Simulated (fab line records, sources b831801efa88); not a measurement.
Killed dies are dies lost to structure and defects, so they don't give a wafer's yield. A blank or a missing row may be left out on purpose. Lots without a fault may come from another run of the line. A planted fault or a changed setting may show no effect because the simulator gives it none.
Which tool did it? | flow sfq_line | 11 lots, 33 wafers sampled, at 5 steps of a route of 325

WHAT THE GAUGES READ, wafer by wafer
SFQ_M2_OVL_MEAS_916. Usual: M2_OVL -1 nm, standard deviation 5.7.
lot  | measured     | on         | M2_OVL (nm) | flag
L386 | day 23 18:53 | overlay-01 | -7 -8 -5    |
L387 | day 23 21:18 | overlay-02 | -5 -5 -3    |
L394 | day 31 07:00 | overlay-02 | -3 -3 -1    |
L396 | day 31 14:12 | overlay-01 | 4 0 6       |
L399 | day 32 15:32 | overlay-01 | 0 0 -1      |
L403 | day 34 01:26 | overlay-01 | 3 2 -7      |
L405 | day 35 07:25 | overlay-01 | 9 8 13      |
L406 | day 35 15:05 | overlay-02 | 2 -4 -2     |
L407 | day 35 23:29 | overlay-01 | -9 -6 -9    |
L408 | day 36 03:05 | overlay-01 | -7 -4 -2    |
L409 | day 36 10:17 | overlay-02 | 0 1 6       |

SFQ_M5_OVL_MEAS_932. Usual: M5_OVL 2 nm, standard deviation 5.4.
lot  | measured     | on         | M5_OVL (nm) | flag
L386 | day 54 23:44 | overlay-02 | 2 -9 -6     |
L387 | day 56 19:34 | overlay-02 | 4 4 2       |
L394 | day 57 13:47 | overlay-01 | -2 9 -3     |
L396 | day 57 19:47 | overlay-01 | 4 -8 10     |
L399 | day 58 05:16 | overlay-02 | -3 5 -7     |
L403 | day 59 14:18 | overlay-01 | 7 6 -1      |
L405 | day 60 01:35 | overlay-02 | 2 10 0      |
L406 | day 60 04:08 | overlay-01 | 1 7 5       |
L407 | day 60 11:20 | overlay-01 | 12 6 7      |
L408 | day 60 16:08 | overlay-01 | 6 6 -2      |
L409 | day 60 20:56 | overlay-01 | 5 13 -4     |

WHICH TOOL RAN EACH LOT (tool, then ch and the chambers of the sampled wafers, then the start)
lot  | SFQ_TRILAYER_I1_CMP_CMP_046   | SFQ_TRILAYER_I1_METRO_MEASURE_047 | SFQ_TRILAYER_I1_VIA_ETCH_VIA_ETCH_052
L386 | cmp-02 ch 1,2,3, day 18 06:16 | film_metro-01, day 18 09:05       | rie_diel-03 ch 2,3, day 23 13:13
L387 | cmp-02 ch 0,1,3, day 18 13:04 | film_metro-04, day 18 15:35       | rie_diel-01 ch 1,3, day 23 16:49
L394 | cmp-02 ch 0,1,3, day 20 15:34 | film_metro-03, day 20 18:23       | rie_diel-04 ch 0,1,2, day 26 01:29
L396 | cmp-02 ch 0,1,3, day 20 21:34 | film_metro-01, day 21 00:11       | rie_diel-01 ch 1,2,3, day 26 07:29
L399 | cmp-01 ch 0,1,3, day 21 22:22 | film_metro-03, day 22 01:41       | rie_diel-03 ch 0,2,3, day 27 16:26
L403 | cmp-01 ch 1,2,3, day 23 01:01 | film_metro-01, day 23 03:20       | rie_diel-01 ch 0,2,3, day 29 05:44
L405 | cmp-02 ch 1,3, day 24 14:20   | film_metro-03, day 24 16:58       | rie_diel-03 ch 1,2, day 30 12:56
L406 | cmp-01 ch 0,1,2, day 25 06:55 | film_metro-01, day 25 09:32       | rie_diel-01 ch 0,1,3, day 30 21:20
L407 | cmp-01 ch 2,3, day 25 18:25   | film_metro-04, day 25 21:32       | rie_diel-03 ch 1,2,3, day 31 04:40
L408 | cmp-02 ch 2,3, day 26 00:24   | film_metro-01, day 26 03:43       | rie_diel-04 ch 0,2, day 31 08:16
L409 | cmp-02 ch 0,3, day 26 06:24   | film_metro-03, day 26 09:43       | rie_diel-03 ch 0,2,3, day 31 15:28
- SFQ_TRILAYER_I1_CMP_CMP_046: polishes SiO2.
- SFQ_TRILAYER_I1_METRO_MEASURE_047
- SFQ_TRILAYER_I1_VIA_ETCH_VIA_ETCH_052: etches SiO2 in CHF3, stops on Nb, target depth 260 nm.

WHAT THE TOOLS THEMSELVES READ (means of the sampled wafers that have a number; where no wafer has one, the mark that the record gives instead)
SFQ_TRILAYER_I1_CMP_CMP_046. Usual: head_pressure_psi 2.999 psi, standard deviation 0.0072; motor_current_A 10.6 A, standard deviation 1.3; time_to_endpoint_s 215 s, standard deviation 6.8.
lot  | tool   | head_pressure_psi (psi) | motor_current_A (A) | time_to_endpoint_s (s) | flag
L386 | cmp-02 | 2.996                   | 11.3                | 214                    |
L387 | cmp-02 | 3.004                   | 11.7                | 217                    |
L394 | cmp-02 | 2.995                   | 11.7                | 219                    |
L396 | cmp-02 | 3.004                   | 11.8                | 243                    | OFF
L399 | cmp-01 | 2.993                   | 9.6                 | 221                    |
L403 | cmp-01 | 3.001                   | 10.3                | 211                    |
L405 | cmp-02 | 2.998                   | 12.3                | 221                    |
L406 | cmp-01 | 3.000                   | 9.6                 | 215                    |
L407 | cmp-01 | 2.995                   | 10.5                | 215                    |
L408 | cmp-02 | 2.999                   | 11.3                | 218                    |
L409 | cmp-02 | 3.005                   | 10.8                | 226                    |

SFQ_TRILAYER_I1_METRO_MEASURE_047. Usual: thk_nm 199.8 nm, standard deviation 1.
lot  | tool          | thk_nm (nm) | flag
L386 | film_metro-01 | 199.4       |
L387 | film_metro-04 | 199.3       |
L394 | film_metro-03 | 200.3       |
L396 | film_metro-01 | 167.5       | OFF
L399 | film_metro-03 | 199.8       |
L403 | film_metro-01 | 199.8       |
L405 | film_metro-03 | 199.1       |
L406 | film_metro-01 | 199.4       |
L407 | film_metro-04 | 199.9       |
L408 | film_metro-01 | 201.1       |
L409 | film_metro-03 | 200.4       |

SFQ_TRILAYER_I1_VIA_ETCH_VIA_ETCH_052. Usual: drypump_motor_current_A 5.7 A, standard deviation 0.37; oes_product_au 0.854 a.u., standard deviation 0.0053.
lot  | tool        | drypump_motor_current_A (A) | oes_product_au (a.u.) | flag
L386 | rie_diel-03 | 5.9                         | 0.850                 |
L387 | rie_diel-01 | 5.4                         | 0.849                 |
L394 | rie_diel-04 | 5.9                         | 0.849                 |
L396 | rie_diel-01 | 5.6                         | 0.774                 | OFF
L399 | rie_diel-03 | 5.6                         | 0.850                 |
L403 | rie_diel-01 | 5.5                         | 0.857                 |
L405 | rie_diel-03 | 6.0                         | 0.847                 |
L406 | rie_diel-01 | 5.5                         | 0.854                 |
L407 | rie_diel-03 | 5.7                         | 0.852                 |
L408 | rie_diel-04 | 6.1                         | 0.856                 |
L409 | rie_diel-03 | 5.6                         | 0.865                 |

THE ANSWER, worked out from the rows above alone
Rule: a lot is off if the mean of its wafers that have a number lies more than 3 standard deviations from the usual mean. A lot without any number at a reading at which 4 lots or more have one is off too. The other lots that the step has rows for count as sound. The gauges are gone through in route order, then the tools' own readings, and for those a lot's mean is taken as printed above. The first step at which some lot is off is used, and at that step the reading that is off furthest; a lot without a number counts as furthest.
Off: L396, at SFQ_TRILAYER_I1_CMP_CMP_046 (time_to_endpoint_s).
A tool fits if, at that step or a process step before it, it ran every lot that is off, and no sound lot after the first of them. None of those tried fits.

WHAT THE SIMULATOR HAD PUT IN
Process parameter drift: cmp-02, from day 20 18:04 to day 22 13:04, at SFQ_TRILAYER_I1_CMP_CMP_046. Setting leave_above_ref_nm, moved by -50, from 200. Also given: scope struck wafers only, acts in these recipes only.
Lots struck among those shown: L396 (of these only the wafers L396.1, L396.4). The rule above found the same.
